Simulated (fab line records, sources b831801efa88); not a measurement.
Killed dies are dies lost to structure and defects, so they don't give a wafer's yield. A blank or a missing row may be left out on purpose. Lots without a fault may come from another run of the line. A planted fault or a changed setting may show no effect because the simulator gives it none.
fab line records | flow gf180mcu
record lots=12 wafers=36 last_day=34
route steps=602 shown HV_LDD@223 SAB@277 CONTACT@289 V1@337
lots that met no fault: from a run of the same line without faults
start_h: hours from the record's first day to the start of the lot's first wafer shown | wait_h: hours since the lot's step before | " the same as in the row above | L1.1+2: a row that stands for several wafers | - no value, or no start given | * or withheld: withheld | < > ~ a bound
route shown NAME@n: a module of which the file shows steps, and the number in the route of the first | usual: mean/standard deviation of fault-free wafers | same: alike in all rows | chamber/n: place in a boat | sites: the reading at each site | _std_site: their standard deviation | _edge_site: outer sites' mean less inner sites' | radius_mm: how far each site lies from the wafer's centre | mask NAME#n: copy n | behind: the tool/chamber that last shaped the wafer | hold: why the lot was held/for how many hours/how that ended | device: the transistor (n, p or np) that didn't switch | end of line: the same wafers' tests at the end of the route | a step without rows: its recipe alone | killed: dies lost to structure and defects at the first sort, not the wafer's yield | map: a wafer's dies, x killed, . not, _ none there
set.NAME: the setting as run; set.NAME@STEP: as run at that earlier step | model.NAME: the simulator's own value behind a step, which no gauge read
steps of the route over a sample of lots; a table a step, a row a wafer
services: from which hour (start_h, from the record's first day; less than 0 if before it) a tool's chamber was out of use, for how many hours, and why
## steps
# step GF_HV_LDD_OVL_MEAS_47
# usual HV_LDD_03_OVL=-0.7/1.6
# columns lot.wafer tool chamber start_h wait_h HV_LDD_03_OVL[nm]
L286.2 overlay-01 - 274.87 0.1 -2.8
L286.4 " - " " -2.4
L286.5 " - " " -1.8
L287.1 overlay-01 - 284.17 0.1 0.5
L287.4 " - " " -1.0
L287.6 " - " " -0.4
L288.1 overlay-01 - 290.50 0.1 1.9
L288.2 " - " " -1.8
L288.5 " - " " -0.3
L289.2 overlay-01 - 295.16 0.1 2.5
L289.4 " - " " 1.5
L289.6 " - " " -0.6
L294.2 overlay-02 - 356.57 0.1 -1.2
L294.5 " - " " -2.3
L294.6 " - " " -2.8
L296.2 overlay-02 - 364.66 0.1 -0.5
L296.4 " - " " -1.8
L296.5 " - " " -2.1
L300.2 overlay-02 - 389.37 0.1 -2.0
L300.3 " - " " -0.9
L300.5 " - " " -0.9
L304.1 overlay-02 - 430.06 0.1 -0.6
L304.5 " - " " 0.2
L304.6 " - " " -1.6
L305.2 overlay-02 - 441.62 0.1 -1.9
L305.5 " - " " -1.7
L305.6 " - " " 0.5
L307.3 overlay-01 - 452.61 0.1 1.8
L307.4 " - " " 2.6
L307.5 " - " " 1.6
L306.2 overlay-02 - 453.62 0.1 -2.3
L306.4 " - " " -0.8
L306.6 " - " " -0.9
L308.1 overlay-01 - 475.36 0.1 2.2
L308.4 " - " " 1.3
L308.5 " - " " 2.9
# step GF_SAB_STRIP_13
# recipe chemistry=O2/N2 power_w=1400 pressure_mtorr=1500 platen_temp_c=250 o2_flow_sccm=3000 n2_flow_sccm=300 overash_fraction=0.5
# usual drypump_motor_current_A=5.96/0.24 heater_power_w=335/49 oes_product_au=0.710/0.0045 strip_time_to_endpoint_s=12.61/0.033
# columns lot.wafer tool chamber start_h wait_h drypump_motor_current_A heater_power_w oes_product_au rf_hours_counter_h strip_time_to_endpoint_s
L286.2 plasma_asher-02 0 340.34 0.0 5.92 408 0.702 25 12.66
L286.4 " 1 " " 6.22 287 0.716 - 12.63
L286.5 " 1 " " 6.20 296 0.712 - 12.65
L287.1 plasma_asher-04 0 352.05 0.0 5.54 346 0.709 68 12.65
L287.4 " 0 " " 5.55 346 0.707 - 12.63
L287.6 " 0 " " 5.56 347 0.710 - 12.66
L288.1 plasma_asher-04 1 357.71 0.0 6.25 272 0.716 69 12.65
L288.2 " 0 " " 5.59 343 0.709 69 12.64
L288.5 " 0 " " 5.55 342 0.713 - 12.63
L289.2 plasma_asher-04 1 364.19 0.0 6.24 271 0.710 69 12.61
L289.4 " 0 " " 5.57 347 0.704 - 12.61
L289.6 " 1 " " 6.25 280 0.708 - 12.59
L294.2 plasma_asher-01 1 431.12 0.0 6.03 361 0.709 62 12.57
L294.5 " 1 " " 5.97 341 0.701 - 12.57
L294.6 " 0 " " 5.70 303 0.707 - 12.58
L296.2 plasma_asher-02 0 439.74 0.0 5.92 413 0.715 36 12.69
L296.4 " 1 " " 6.26 285 0.712 - 12.62
L296.5 " 0 " " 5.94 419 0.704 - 12.61
L300.2 plasma_asher-04 0 466.01 0.0 5.54 348 0.707 2 12.58
L300.3 " 1 " " 6.22 283 0.706 - 12.59
L300.5 " 1 " " 6.22 273 0.705 - 12.60
L304.1 plasma_asher-01 0 507.46 0.0 5.71 316 0.712 69 12.56
L304.5 " 0 " " 5.68 308 0.713 - 12.52
L304.6 " 1 " " 6.07 365 0.710 - 12.52
L305.2 plasma_asher-01 0 516.57 0.0 5.69 309 0.707 70 12.59
L305.5 " 0 " " 5.71 310 0.708 - 12.61
L305.6 " 1 " " 6.03 362 0.708 - 12.55
L307.3 plasma_asher-02 0 527.99 0.0 5.95 404 0.706 - 12.60
L307.4 " 1 " " 6.23 292 0.705 - 12.60
L307.5 " 0 " " 5.94 418 0.716 - 12.62
L306.2 plasma_asher-01 0 528.26 0.0 5.69 311 0.717 71 12.60
L306.4 " 0 " " 5.70 307 0.710 - 12.58
L306.6 " 0 " " 5.70 311 0.714 - 12.59
L308.1 plasma_asher-02 1 549.66 0.0 6.19 293 0.704 49 12.58
L308.4 " 0 " " 5.95 401 0.712 - 12.65
L308.5 " 1 " " 6.21 290 0.701 - 12.60
# step GF_CONTACT_CVD_02
# recipe material=SiO2 target_thk_nm=860 precursor=TEOS temp_c=400 time_s=95.992 rf_w=600
# usual heater_power_w=620/77 susceptor_temp_C=399.97/0.24
# columns lot.wafer tool chamber start_h wait_h heater_power_w susceptor_temp_C
L286.2 pecvd-04 1 341.16 0.0 627 399.98
L286.4 " 1 " " 700 399.95
L286.5 " 2 " " 449 400.40
L287.1 pecvd-01 2 352.87 0.1 689 399.78
L287.4 " 2 " " 723 399.81
L287.6 " 0 " " 662 399.63
L288.1 pecvd-01 2 358.53 0.1 732 399.90
L288.2 " 1 " " 492 399.43
L288.5 " 0 " " 621 399.90
L289.2 pecvd-01 0 365.00 0.0 545 400.31
L289.4 " 0 " " 618 400.12
L289.6 " 1 " " 617 400.41
L294.2 pecvd-01 1 432.04 0.0 541 399.61
L294.5 " 2 " " 737 400.13
L294.6 " 0 " " 687 399.66
L296.2 pecvd-01 0 440.55 0.0 693 400.22
L296.4 " 0 " " 554 399.88
L296.5 " 1 " " 469 399.85
L300.2 pecvd-04 2 466.83 0.0 514 400.11
L300.3 " 1 " " 735 400.04
L300.5 " 2 " " 549 400.09
L304.1 pecvd-03 2 508.29 0.1 673 400.41
L304.5 " 1 " " 583 399.77
L304.6 " 2 " " 692 400.28
L305.2 pecvd-03 1 517.39 0.0 655 399.48
L305.5 " 2 " " 673 400.46
L305.6 " 1 " " 535 399.62
L307.3 pecvd-03 2 528.80 0.0 647 399.92
L307.4 " 0 " " 537 400.03
L307.5 " 1 " " 601 399.77
L306.2 pecvd-01 0 529.08 0.0 700 399.87
L306.4 " 0 " " 542 399.96
L306.6 " 1 " " 472 400.16
L308.1 pecvd-03 1 550.49 0.1 580 400.11
L308.4 " 0 " " 619 399.91
L308.5 " 2 " " 555 400.00
# step GF_CONTACT_THK_MEAS_03
# recipe reads=SiO2_of_CONTACT_CVD_02
# usual CONTACT_CVD_02_THK=863/11
# columns lot.wafer tool chamber start_h wait_h CONTACT_CVD_02_THK[nm]
L286.2 film_metro-04 - 341.24 0.0 855
L286.4 " - " " 876
L286.5 " - " " 880
L287.1 film_metro-03 - 352.94 0.0 854
L287.4 " - " " 865
L287.6 " - " " 870
L288.1 film_metro-03 - 358.60 0.0 854
L288.2 " - " " 862
L288.5 " - " " 868
L289.2 film_metro-03 - 365.08 0.0 847
L289.4 " - " " 857
L289.6 " - " " 865
L294.2 film_metro-03 - 432.12 0.0 899
L294.5 " - " " 920
L294.6 " - " " 915
L296.2 film_metro-04 - 440.63 0.0 891
L296.4 " - " " 907
L296.5 " - " " 914
L300.2 film_metro-03 - 466.91 0.0 863
L300.3 " - " " 869
L300.5 " - " " 872
L304.1 film_metro-01 - 508.36 0.0 857
L304.5 " - " " 879
L304.6 " - " " 881
L305.2 film_metro-04 - 517.47 0.0 874
L305.5 " - " " 879
L305.6 " - " " 885
L307.3 film_metro-04 - 528.89 0.1 848
L307.4 " - " " 883
L307.5 " - " " 873
L306.2 film_metro-01 - 529.16 0.0 848
L306.4 " - " " 855
L306.6 " - " " 860
L308.1 film_metro-03 - 550.56 0.0 855
L308.4 " - " " 883
L308.5 " - " " 866
# step GF_CONTACT_CMP_04
# recipe material=SiO2 down_force_psi=4 platen_rpm=60 pad_velocity_m_s=0.94248
# usual motor_current_A=12.1/1.1 time_to_endpoint_s=111/6.3
# columns lot.wafer tool chamber start_h wait_h motor_current_A time_to_endpoint_s
L286.4 cmp-01 1 341.29 0.0 13.8 125
L286.2 " 2 " " 13.1 119
L286.5 " 2 " " 12.3 128
L287.4 cmp-01 2 353.00 0.0 12.3 129
L287.1 " 3 " " 12.4 112
L287.6 " 3 " " 12.2 119
L288.1 cmp-02 0 358.66 0.1 12.8 108
L288.2 " 2 " " 13.4 106
L288.5 " 0 " " 12.7 112
L289.2 cmp-01 0 365.18 0.1 10.3 109
L289.4 " 2 " " 12.5 120
L289.6 " 0 " " 9.7 112
L294.2 cmp-02 1 432.22 0.1 11.8 128
L294.6 " 0 " " 13.2 131
L294.5 " 1 " " 11.6 130
L296.2 cmp-01 1 440.68 0.0 13.4 124
L296.4 " 2 " " 12.4 131
L296.5 " 2 " " 12.6 136
L300.2 cmp-02 1 466.96 0.0 11.3 104
L300.3 " 0 " " 12.5 113
L300.5 " 1 " " 11.0 111
L304.1 cmp-02 0 508.42 0.1 13.2 110
L304.5 " 0 " " 12.7 120
L304.6 " 1 " " 12.0 113
L305.2 cmp-01 0 517.52 0.0 9.6 110
L305.6 " 0 " " 9.4 115
L305.5 " 1 " " 13.4 117
L307.4 cmp-02 2 528.98 0.1 13.3 118
L307.3 " 0 " " 12.5 111
L307.5 " 2 " " 13.2 114
L306.2 cmp-01 2 529.21 0.0 12.6 101
L306.4 " 3 " " 10.9 103
L306.6 " 3 " " 11.5 102
L308.4 cmp-02 2 550.67 0.1 13.4 113
L308.1 " 0 " " 12.7 108
L308.5 " 2 " " 12.5 107
# step GF_V1_CVD_02
# recipe material=SiO2 target_thk_nm=850 precursor=TEOS temp_c=400 time_s=94.851 rf_w=600
# usual heater_power_w=632/74 susceptor_temp_C=400.01/0.21
# columns lot.wafer tool chamber start_h wait_h heater_power_w susceptor_temp_C
L286.2 pecvd-01 1 388.31 0.0 482 399.81
L286.4 " 2 " " 628 400.03
L286.5 " 1 " " 541 399.70
L287.1 pecvd-01 1 400.95 0.1 534 400.10
L287.4 " 1 " " 570 399.94
L287.6 " 0 " " 533 400.04
L288.1 pecvd-02 1 406.43 0.1 601 399.85
L288.2 " 0 " " 732 399.89
L288.5 " 0 " " 781 399.76
L289.2 pecvd-01 0 413.01 0.0 632 399.87
L289.4 " 1 " " 545 400.11
L289.6 " 0 " " 675 400.08
L294.2 pecvd-03 0 483.77 0.0 611 399.69
L294.5 " 0 " " 647 399.92
L294.6 " 2 " " 556 400.06
L296.2 pecvd-02 1 490.97 0.0 683 400.21
L296.4 " 1 " " 528 399.81
L296.5 " 0 " " 777 400.07
L300.2 pecvd-01 0 516.98 0.0 686 400.28
L300.3 " 2 " " 781 399.92
L300.5 " 2 " " 643 400.19
L304.1 pecvd-01 1 556.62 0.1 528 400.07
L304.5 " 2 " " 737 400.11
L304.6 " 0 " " 548 400.26
L305.2 pecvd-01 1 565.63 0.0 580 399.87
L305.5 " 0 " " 618 399.87
L305.6 " 2 " " 757 399.87
L307.3 pecvd-03 2 575.98 0.0 571 399.90
L307.4 " 1 " " 623 399.98
L307.5 " 0 " " 662 400.38
L306.2 pecvd-01 0 576.90 0.0 615 400.08
L306.4 " 1 " " 583 399.78
L306.6 " 0 " " 655 400.15
L308.1 pecvd-01 0 596.82 0.1 636 400.31
L308.4 " 1 " " 552 400.03
L308.5 " 0 " " 687 400.10
## services
# columns tool chamber start_h hours kind
plasma_asher-01 - 331.19 2.1 repair
pecvd-01 2 345.03 5.2 repair
pecvd-01 - 349.34 2.8 pm
pecvd-01 0 360.91 2.7 repair
pecvd-01 - 368.88 14.0 pm
cmp-02 - 369.56 2.0 repair
cmp-02 - 389.91 5.8 pm
cmp-01 - 404.00 4.0 pm
plasma_asher-04 - 421.25 9.0 pm
plasma_asher-04 - 426.43 3.5 repair
plasma_asher-04 - 434.65 13.0 repair
cmp-02 - 456.34 4.0 pm
pecvd-03 2 471.23 3.1 repair
pecvd-01 0 486.46 21.1 repair
cmp-02 - 488.38 1.1 repair
plasma_asher-01 - 501.99 3.7 repair
plasma_asher-02 - 537.01 2.8 pm
pecvd-03 0 551.46 5.8 repair
cmp-02 - 572.00 4.0 pm
cmp-02 - 573.02 1.0 repair
cmp-01 - 576.00 5.1 pm
plasma_asher-04 - 578.12 2.8 pm
pecvd-03 - 582.22 3.5 repair
pecvd-03 - 591.12 14.0 pm
## key
first_sign step=GF_CONTACT_THK_MEAS_03 reading=CONTACT_CVD_02_THK direction=up sigmas=4.2 usual=863 struck=908
effect step=GF_CONTACT_CMP_04 reading=time_to_endpoint_s direction=up sigmas=3 usual=* struck=*
met_at GF_CONTACT_CVD_02
struck_lots L294,L296
tester_left_out L294,L296
not_acting_at GF_HV_LDD_OVL_MEAS_47,GF_SAB_STRIP_13,GF_V1_CVD_02
onset_between 365.00 432.04
fault kind=process_parameter_drift tool=pecvd-01 chamber=- onset_h=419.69 steps=GF_CONTACT_CVD_02 channel=target_thk_nm offset=41.313 shape=step end_h=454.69 acts_in=these_recipes_only stated=860
# tester_left_out: of these lots the tester's yield and bins aren't shown, on N5 and GAA mostly nor the transistor test; their killed dies are dies lost to structure and defects alone, not to doping, threshold or leakage, so they don't give the yield
